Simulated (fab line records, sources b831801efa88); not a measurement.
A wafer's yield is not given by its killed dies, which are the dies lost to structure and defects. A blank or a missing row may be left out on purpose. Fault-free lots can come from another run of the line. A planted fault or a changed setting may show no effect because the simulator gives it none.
fab line records	flow sfqLine
[record] lots = 6	wafers = 17	lastDay = 91
route steps=325 shown C5@243 M6@251
lots untouched by any fault: they come from a run of this same line in which no faults occurred
startH: the number of hours between the record's first day and the start of the first shown wafer of the lot	waitH: hours from the lot's prior step to this one	" same as the row above	L1.1+2: one row covering several wafers at once	- no value, or no start was given	* or withheld: withheld	< > ~ a bound
route shown NAME@n: names a module that has steps shown in the file, with the first one's number in the route	usual: the fault-free wafers' mean and standard deviation	same: alike in all rows	chamber/n: place in a boat	sites: each site's reading	_std_site: standard deviation of those values	_edge_site: outer sites' mean less inner sites'	radiusMm: how far each site lies from the wafer's centre	mask NAME#n: copy n	behind: the tool/chamber that last shaped the wafer	hold: reason for holding the lot/hours on hold/outcome of the hold	device: the n, p or np transistor that did not switch	end of line: at the end of the route, the tests of the same wafers	a step without rows: its recipe alone	killed: dies that structure and defects cost at the first sort, which is not the same as the wafer's yield	map: shows each die of a wafer: x if killed, . if not, _ if none is there
set.NAME: the setting as run; set.NAME@STEP: as run at that earlier step	model.NAME: the simulator's own value behind a step, which no gauge read
a table for each step, a row for each wafer; lots at some steps of the route
services: the hour from which a tool's chamber was out of use, counted from the record's first day as startH (under 0 if before that day), plus the number of hours and why
[[steps]]
[step SFQ_TRILAYER_C5_LITHO_EXPOSE_152]
[recipe] maskId = C5	na = 0.6	sourceShape = conventional	sigmaOuter = 0.65	targetCdNm = 500	doseMj = 21.3
[step SFQ_TRILAYER_C5_LITHO_PEB_154]
[recipe] pebTempC = 115	pebTimeS = 60	resist = KrF
[step SFQ_TRILAYER_C5_LITHO_DEVELOP_153]
[recipe] timeS = 60	resist = KrF
[step SFQ_C5_OVL_MEAS_937]
[usual] C5_OVL = 0/5.8
lot.wafer	tool	chamber	startH	waitH	C5_OVL[nm]
L539.1	overlay-02	-	1697.70	0.1	-7
L539.3	"	-	"	"	-10
L539.6	"	-	"	"	-10
L545.1	overlay-01	-	1726.38	0.1	10
L545.3	"	-	"	"	10
L545.6	"	-	"	"	10
L548.2	overlay-02	-	1753.98	0.1	-15
L548.4	"	-	"	"	-7
L548.6	"	-	"	"	-7
L552.1	overlay-01	-	1764.90	0.1	-7
L552.5	"	-	"	"	-12
L559.1	overlay-01	-	1900.03	0.1	-1
L559.3	"	-	"	"	0
L559.4	"	-	"	"	-4
L562.2	overlay-01	-	1924.32	0.1	-5
L562.3	"	-	"	"	-8
L562.4	"	-	"	"	-10
[step SFQ_TRILAYER_C5_BARC_OPEN_VIA_ETCH_210]
[recipe] maskMaterial = PR	chemistry = O2	targetDepthNm = 125	target = BARC	sourceW = 500	biasW = 80	pressureMtorr = 30	timeS = 41.7
[usual] drypumpMotorCurrentA = 5.9/0.35	oesProductAu = 0.685/0.0054
lot.wafer	tool	chamber	startH	waitH	drypumpMotorCurrentA	oesProductAu	rfHoursCounterH
L539.1	rieDiel-01	2	1697.73	0.0	5.9	0.685	14
L539.3	"	3	"	"	6.1	0.675	13
L539.6	"	1	"	"	6.1	0.689	-
L545.1	rieDiel-02	0	1726.41	0.0	5.1	0.685	8
L545.3	"	2	"	"	6.5	0.681	0
L545.6	"	0	"	"	5.0	0.675	-
L548.2	rieDiel-02	0	1754.01	0.0	5.0	0.687	8
L548.4	"	1	"	"	5.7	0.684	13
L548.6	"	0	"	"	5.1	0.677	-
L552.1	rieDiel-01	2	1764.94	0.0	5.9	0.698	15
L552.5	"	2	"	"	5.9	0.677	-
L559.1	rieDiel-02	3	1900.06	0.0	6.1	0.675	3
L559.3	"	0	"	"	5.1	0.694	10
L559.4	"	2	"	"	6.5	0.686	2
L562.2	rieDiel-02	1	1924.35	0.0	5.7	0.687	15
L562.3	"	0	"	"	5.0	0.695	10
L562.4	"	2	"	"	6.5	0.688	2
[step SFQ_TRILAYER_C5_ETCH_VIA_ETCH_154]
[recipe] target = SiO2	maskMaterial = PR	chemistry = CHF3	targetDepthNm = 84	sourceW = 500	biasW = 80	pressureMtorr = 30	timeS = withheld	stopOn = Nb
[usual] drypumpMotorCurrentA = 5.9/0.34	oesProductAu = 0.892/0.0084
lot.wafer	tool	chamber	startH	waitH	drypumpMotorCurrentA	oesProductAu
L539.1	rieDiel-01	2	1697.77	0.0	5.9	0.883
L539.3	"	3	"	"	6.2	0.882
L539.6	"	1	"	"	6.1	0.886
L545.1	rieDiel-02	0	1726.45	0.0	5.1	0.891
L545.3	"	2	"	"	6.5	0.886
L545.6	"	0	"	"	5.1	0.900
L548.2	rieDiel-02	0	1754.05	0.0	5.0	0.894
L548.4	"	1	"	"	5.7	0.892
L548.6	"	0	"	"	5.0	0.900
L552.1	rieDiel-01	2	1764.98	0.0	5.9	0.891
L552.5	"	2	"	"	5.9	0.905
L559.1	rieDiel-02	3	1900.10	0.0	6.1	0.883
L559.3	"	0	"	"	5.0	0.892
L559.4	"	2	"	"	6.5	0.892
L562.2	rieDiel-02	1	1924.39	0.0	5.7	0.884
L562.3	"	0	"	"	5.1	0.889
L562.4	"	2	"	"	6.5	0.899
[step SFQ_TRILAYER_C5_STRIP_STRIP_155]
[recipe] gas = O2	powerW = 200	platenTempC = 40	overashFraction = 0.65	chemistry = O2	pressureMtorr = 50
[usual] drypumpMotorCurrentA = 5.4/0.52	oesProductAu = 0.997/0.0086
lot.wafer	tool	chamber	startH	waitH	drypumpMotorCurrentA	oesProductAu	rfHoursCounterH
L539.1	rieMetal-03	0	1697.82	-	5.0	0.980	6
L539.3	"	0	"	"	5.0	0.984	-
L539.6	"	1	"	"	6.2	0.995	-
L545.1	rieMetal-02	0	1726.50	-	5.7	1.001	62
L545.3	"	1	"	"	4.8	0.991	-
L545.6	"	0	"	"	5.7	1.001	-
L548.2	rieMetal-03	1	1754.10	-	6.2	0.994	106
L548.4	"	1	"	"	6.2	0.988	-
L548.6	"	0	"	"	4.9	0.995	-
L552.1	rieMetal-03	0	1765.02	-	5.0	0.990	14
L552.5	"	1	"	"	6.2	0.987	-
L559.1	rieMetal-04	1	1900.15	-	4.9	0.996	2
L559.3	"	1	"	"	5.0	1.015	-
L559.4	"	0	"	"	5.4	1.004	-
L562.2	rieMetal-02	0	1924.64	-	5.7	0.998	-
L562.3	"	0	"	"	5.7	1.006	-
L562.4	"	0	"	"	5.7	1.006	-
[step SFQ_TRILAYER_C5_STRIP_SOLV_CLEAN_156]
[recipe] chemistry = NMP	tempC = 70	timeS = 600
[step SFQ_TRILAYER_M6_DEP_PRE_CLEAN_158]
[recipe] gas = Ar	timeS = 22.5	biasV = 250
[step SFQ_TRILAYER_M6_DEP_SPUTTER_157]
[recipe] material = Nb	basePressurePa = 1.33e-06	chamberPressurePa = 0.1333	substrateTempC = 20	targetThkNm = 200	powerW = 2000	timeS = 133.3
[usual] throttleValvePct = 30.2/1.2
lot.wafer	tool	chamber	startH	waitH	throttleValvePct
L539.1	pvdSputter-03	-	1698.63	0.0	28.3
L539.3	"	-	"	"	29.5
L539.6	"	-	"	"	29.6
L545.1	pvdSputter-03	-	1727.30	0.0	28.7
L545.3	"	-	"	"	30.5
L545.6	"	-	"	"	28.8
L548.2	pvdSputter-05	-	1754.90	0.0	32.1
L548.4	"	-	"	"	31.5
L548.6	"	-	"	"	32.0
L552.1	pvdSputter-03	-	1765.83	0.0	29.8
L552.5	"	-	"	"	31.0
L559.1	pvdSputter-03	-	1900.95	0.0	28.2
L559.3	"	-	"	"	28.4
L559.4	"	-	"	"	29.5
L562.2	pvdSputter-03	-	1925.85	0.0	30.8
L562.3	"	-	"	"	28.3
L562.4	"	-	"	"	29.6
[step SFQ_M6_RS_MEAS_938]
[recipe] thkMeasGauge = four-point-probe	reads = Nb_of_TRILAYER_M6_DEP_SPUTTER_157
[usual] M6_NB_RS = 0.887/0.011
lot.wafer	tool	chamber	startH	waitH	M6_NB_RS[ohm/sq]
L539.1	filmMetro-04	-	1698.72	0.0	0.897
L539.3	"	-	"	"	0.880
L539.6	"	-	"	"	0.887
L545.1	filmMetro-04	-	1727.39	0.0	0.904
L545.3	"	-	"	"	0.900
L545.6	"	-	"	"	0.908
L548.2	filmMetro-03	-	1755.01	0.1	0.883
L548.4	"	-	"	"	0.887
L548.6	"	-	"	"	0.881
L552.1	filmMetro-04	-	1765.92	0.0	0.869
L552.5	"	-	"	"	0.875
L559.1	filmMetro-04	-	1901.04	0.0	0.877
L559.3	"	-	"	"	0.878
L559.4	"	-	"	"	0.870
L562.2	filmMetro-02	-	1925.96	0.1	0.889
L562.3	"	-	"	"	0.886
L562.4	"	-	"	"	0.884
[step SFQ_TRILAYER_M6_LITHO_COAT_164]
[recipe] resist = BARC	spinRpm = 3000	resistThkNm = 62
lot.wafer	tool	chamber	startH	waitH	model.BARC_of_TRILAYER_M6_LITHO_COAT_164.thkNm
L539.1	lithoTrack-04	0	1698.90	0.1	62.01
L539.3	"	0	"	"	61.82
L539.6	"	0	"	"	61.87
L545.1	lithoTrack-02	0	1727.57	0.1	61.88
L545.3	"	0	"	"	61.86
L545.6	"	0	"	"	61.92
L548.2	lithoTrack-02	0	1755.22	0.1	61.07
L548.4	"	0	"	"	61.11
L548.6	"	0	"	"	60.96
L552.1	lithoTrack-02	0	1766.10	0.1	60.61
L552.5	"	0	"	"	60.68
L559.1	lithoTrack-01	0	1901.22	0.1	62.15
L559.3	"	0	"	"	62.06
L559.4	"	0	"	"	62.23
L562.2	lithoTrack-02	0	1926.17	0.1	61.91
L562.3	"	0	"	"	61.79
L562.4	"	0	"	"	62.09
[step SFQ_TRILAYER_M6_LITHO_COAT_159]
[recipe] resist = KrF	spinRpm = 3000	resistThkNm = 600
[step SFQ_TRILAYER_M6_LITHO_SOFTBAKE_163]
[recipe] tempC = withheld	timeS = withheld	resist = KrF
[step SFQ_TRILAYER_M6_LITHO_EXPOSE_160]
[recipe] maskId = M6	na = 0.6	sourceShape = conventional	sigmaOuter = 0.65	targetCdNm = 500	doseMj = 14.4
[step SFQ_TRILAYER_M6_LITHO_PEB_162]
[recipe] pebTempC = 115	pebTimeS = 60	resist = KrF
[step SFQ_TRILAYER_M6_LITHO_DEVELOP_161]
[recipe] timeS = 60	resist = KrF
[step SFQ_M6_OVL_MEAS_940]
[usual] M6_OVL = 4/5.6
lot.wafer	tool	chamber	startH	waitH	M6_OVL[nm]
L539.1	overlay-01	-	1701.15	0.1	9
L539.3	"	-	"	"	7
L539.6	"	-	"	"	4
L545.1	overlay-01	-	1828.80	0.1	0
L545.3	"	-	"	"	-1
L545.6	"	-	"	"	-4
L548.2	overlay-02	-	1857.61	0.1	5
L548.4	"	-	"	"	5
L548.6	"	-	"	"	9
L552.1	overlay-01	-	1867.20	0.1	-5
L552.5	"	-	"	"	-2
L559.1	overlay-02	-	1906.13	0.1	3
L559.3	"	-	"	"	3
L559.4	"	-	"	"	9
L562.2	overlay-01	-	1928.37	0.1	7
L562.3	"	-	"	"	0
L562.4	"	-	"	"	0
[step SFQ_TRILAYER_M6_BARC_OPEN_METAL_ETCH_206]
[recipe] maskMaterial = PR	chemistry = O2	targetDepthNm = 125	target = BARC	icpW = 584.3	biasW = 80	pressureMtorr = 10	timeS = 41.7
[usual] drypumpMotorCurrentA = 5.5/0.46	oesProductAu = 0.685/0.0044
lot.wafer	tool	chamber	startH	waitH	drypumpMotorCurrentA	oesProductAu	rfHoursCounterH	model.etch.depthNm
L539.1	rieMetal-03	0	1701.18	0.0	4.9	0.678	7	62.01
L539.3	"	1	"	"	6.3	0.684	-	61.82
L539.6	"	0	"	"	4.9	0.678	-	61.87
L545.1	rieMetal-03	0	1828.84	0.0	5.0	0.691	22	61.88
L545.3	"	1	"	"	6.3	0.688	-	61.86
L545.6	"	1	"	"	6.2	0.685	-	61.92
L548.2	rieMetal-04	0	1857.64	0.0	5.4	0.683	78	61.07
L548.4	"	0	"	"	5.4	0.679	-	61.11
L548.6	"	0	"	"	5.4	0.686	-	60.96
L552.1	rieMetal-04	0	1867.24	0.0	5.4	0.678	80	60.61
L552.5	"	0	"	"	5.4	0.679	-	60.68
L559.1	rieMetal-01	1	1906.16	0.0	5.8	0.687	83	62.15
L559.3	"	1	"	"	5.8	0.687	-	62.06
L559.4	"	0	"	"	6.0	0.680	-	62.23
L562.2	rieMetal-03	1	1928.40	0.0	6.2	0.678	6	61.91
L562.3	"	1	"	"	6.2	0.689	-	61.79
L562.4	"	0	"	"	4.9	0.685	-	62.09
[step SFQ_TRILAYER_M6_ETCH_METAL_ETCH_162]
[recipe] target = Nb	stopOn = SiO2	maskMaterial = PR	chemistry = Cl2/Ar	targetDepthNm = 240	icpW = 600	biasW = 80	pressureMtorr = 10	timeS = 120
[usual] drypumpMotorCurrentA = 5.5/0.46	oesProductAu = 0.896/0.0082
lot.wafer	tool	chamber	startH	waitH	drypumpMotorCurrentA	oesProductAu	rfHoursCounterH
L539.1	rieMetal-03	0	1701.24	0.0	5.0	0.893	7
L539.3	"	1	"	"	6.2	0.901	-
L539.6	"	0	"	"	5.0	0.894	-
L545.1	rieMetal-03	0	1828.90	0.0	5.0	0.883	22
L545.3	"	1	"	"	6.2	0.877	-
L545.6	"	1	"	"	6.3	0.886	-
L548.2	rieMetal-04	0	1857.70	0.0	5.4	0.893	78
L548.4	"	0	"	"	5.4	0.891	-
L548.6	"	0	"	"	5.4	0.906	-
L552.1	rieMetal-04	0	1867.36	0.1	5.4	0.903	80
L552.5	"	0	"	"	5.4	0.903	-
L559.1	rieMetal-01	1	1906.22	0.0	5.8	0.904	83
L559.3	"	1	"	"	5.8	0.910	-
L559.4	"	0	"	"	6.0	0.906	-
L562.2	rieMetal-03	1	1928.46	0.0	6.2	0.899	6
L562.3	"	1	"	"	6.2	0.891	-
L562.4	"	0	"	"	5.0	0.894	-
[[services]]
tool	chamber	startH	hours	kind
rieMetal-03	-	1698.44	0.2	repair
rieDiel-01	3	1703.69	4.3	repair
pvdSputter-05	-	1708.57	3.3	repair
pvdSputter-05	-	1732.52	1.7	repair
rieDiel-02	-	1769.83	0.1	repair
pvdSputter-03	-	1779.88	1.6	repair
rieMetal-04	0	1782.75	18.4	repair
rieMetal-02	1	1800.65	2.3	repair
rieDiel-02	3	1806.24	5.4	repair
rieMetal-04	1	1814.63	10.6	repair
rieDiel-02	2	1822.28	10.6	repair
rieMetal-04	-	1824.08	0.1	repair
rieDiel-01	2	1840.01	1.3	repair
rieDiel-01	0	1854.49	13.1	repair
rieMetal-03	1	1855.40	-	clean
rieMetal-03	1	1855.40	-	consumableReplace:focusRing
rieMetal-03	1	1855.40	16.8	scheduledDown
pvdSputter-03	-	1864.03	5.3	repair
pvdSputter-03	-	1887.12	3.8	repair
pvdSputter-05	-	1899.24	6.8	repair
rieMetal-03	1	1899.33	17.5	repair
rieMetal-03	-	1906.27	1.4	repair
pvdSputter-03	-	1907.49	1.4	repair
rieMetal-02	1	1918.13	18.0	repair
[[key]]
firstSign none at tools or gauges
[modelEffect] step = SFQ_TRILAYER_M6_LITHO_COAT_164	value = BARC_of_TRILAYER_M6_LITHO_COAT_164.thkNm	without = 61.89	struck = 60.89
[modelEffect] step = SFQ_TRILAYER_M6_BARC_OPEN_METAL_ETCH_206	value = etch.depthNm	without = 61.89	struck = 60.89
metAt SFQ_TRILAYER_M6_LITHO_COAT_164
struckWafers L548.2,L548.4,L548.6,L552.1,L552.5
onsetBetween 1727.57 1755.22
alsoFits SFQ_TRILAYER_C5_STRIP_STRIP_155:rieMetal-03
[fault] kind = processParameterDrift	tool = lithoTrack-02	chamber = -	onsetH = 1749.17	steps = SFQ_TRILAYER_M6_LITHO_COAT_164	channel = resistThkNm	offset = -1.0069	shape = step	endH = 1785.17	actsIn = theseRecipesOnly	stated = 62
